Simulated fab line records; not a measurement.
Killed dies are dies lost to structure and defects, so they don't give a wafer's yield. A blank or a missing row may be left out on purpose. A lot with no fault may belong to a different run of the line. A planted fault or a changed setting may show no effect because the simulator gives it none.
Struck lot and sound lot, side by side ; flow sky130 ; 17 steps out of a route of 708
Sound: the wafers L852.1, L852.4, L852.5. Wafers L858.3, L858.4, L858.6 were the ones struck. The cause comes at the end.
Order at every step that has rows: each side's tool, ch and its chambers, its first start. Under that, the readings that differ: sound wafers ; struck wafers ; difference of the means ; sigmas: that difference in standard deviations of wafers without a fault.
alike: readings with means less than 2 such deviations apart, plus words and numbers identical on both sides. not compared: withheld readings, readings lacking a value on some wafer, bounds such as >300 that could conceal the same value, and numbers that have no deviation in the record and whose values overlap.
A row with sigmas, a row that says differs or no value, or rows on one side alone: a step with any of these is where the two part. Numbers that have no deviation but don't overlap get no sigmas and don't part them. A reading that every wafer of one side lacks parts them only if that side has two wafers or more.

first, 4 steps without rows for these wafers: SKY_LDD_HVN_SOFTBAKE_03 (time 60 s); SKY_LDD_HVN_EXPOSE_04 (exposes mask HVNTM, target cd 700 nm); SKY_LDD_HVN_PEB_05; SKY_LDD_HVN_DEVELOP_06 (develop time 60 s).
SKY_LDD_HVN_OVL_MEAS_07:
  struck on overlay-02, day 25 23:29; sound on overlay-01, day 24 02:50
  alike: LDD_HVN_OVL
after that, 1 step had no rows for these wafers: SKY_LDD_HVN_IMPLANT_08.
SKY_LDD_HVN_STRIP_09: strips in O2/N2.
  sound on plasma asher-02 ch 0,1, day 24 03:01; struck on plasma asher-04 ch 0,1, day 25 23:41
  alike: drypump motor current A, n2 flow sccm, oes product au, strip time to endpoint s
  not compared: rf hours counter h
SKY_LDD_HVN_TW_MEAS_10:
  struck on film metro-01, day 25 23:46; sound on film metro-02, day 24 03:07
  alike: LDD_HVN_TW
then, 4 steps without rows for these wafers: SKY_LDD_HVP_DEHYDRATE_00 (time 60 s); SKY_LDD_HVP_HMDS_01 (prime time 60 s); SKY_LDD_HVP_COAT_02 (resist thk 300 nm); SKY_LDD_HVP_SOFTBAKE_03 (time 60 s).
SKY_LDD_HVP_EXPOSE_04: exposes mask HVPTM, target cd 700 nm.
  sound on iline stepper-02 ch 0, day 24 18:24; struck on iline stepper-01 ch 0, day 26 14:11
reading;sound;struck;difference;sigmas
model.LDD_HVP.overlay x nm (nm);-0.7555 -0.7555 -0.7555;44.23 44.23 44.23;+44.99;
  alike: mask
then, 2 steps without rows for these wafers: SKY_LDD_HVP_PEB_05; SKY_LDD_HVP_DEVELOP_06 (develop time 60 s).
SKY_LDD_HVP_OVL_MEAS_07:
  struck on overlay-02, day 27 04:35; sound on overlay-02, day 25 09:23
reading;sound;struck;difference;sigmas
LDD_HVP_OVL (nm);2.0 0.6 0.3;43.1 42.8 44.8;+42.6;+28
  not compared: hold
after that, 1 step had no rows for these wafers: SKY_PAD_OPEN_PROBE_99.

WHERE THEY PART
Only at SKY_LDD_HVP_OVL_MEAS_07, as far as this record shows.

WHY: the cause the simulator had injected
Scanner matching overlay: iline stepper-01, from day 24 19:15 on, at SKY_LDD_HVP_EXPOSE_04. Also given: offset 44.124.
